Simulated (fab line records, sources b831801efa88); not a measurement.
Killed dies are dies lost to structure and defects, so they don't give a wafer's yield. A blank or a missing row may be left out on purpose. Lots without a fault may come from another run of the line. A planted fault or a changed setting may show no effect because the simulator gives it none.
Chamber matching | flow sky130 | SKY_PASSIVATION_ETCH_11 on rie_diel-03: 4 sister chambers
The step etches the open film in CF4/O2, stops on AlCu, target depth 725 nm, time 161.1 s. 4 wafers are shown with their chamber, then 7 later ones without.

WAFERS WITH THEIR CHAMBER
wafer  | chamber | drypump_motor_current_A (A)
L087.6 | 2       | 6.5
L088.3 | 1       | 6.0
L091.1 | 0       | 6.1
L091.3 | 3       | 6.3

WAFERS WITHOUT THEIR CHAMBER
wafer  | drypump_motor_current_A (A)
L091.4 | 5.9
L093.1 | 6.5
L093.2 | 6.3
L093.4 | 6.1
L097.2 | 6.3
L097.3 | 5.9
L097.6 | 6.3

WHICH CHAMBER EACH WENT THROUGH
wafer  | from the rows above     | in truth
L091.4 | can't be placed: 1 or 0 | 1
L093.1 | 2                       | 2
L093.2 | 3                       | 3
L093.4 | can't be placed: 0 or 1 | 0
L097.2 | 3                       | 3
L097.3 | can't be placed: 1 or 0 | 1
L097.6 | 3                       | 3
Placed correctly: 4 of 7. Can't be placed from these rows: 3 (the true chamber is among the candidates in 3). Placed wrongly: 0.
How it was worked out, from the rows above alone: a wafer's distance from a chamber is the root of the sum, over the readings, of the square of ((its reading less the chamber's mean) divided by the reading's scatter). The wafer belongs to the nearest chamber; if the next one is less than 2 further off, it can't be placed. A chamber's mean is the mean of its shown wafers. The scatter: with one shown wafer a chamber, the root of the mean of the squares of how far each hidden wafer lies from its nearest shown one.
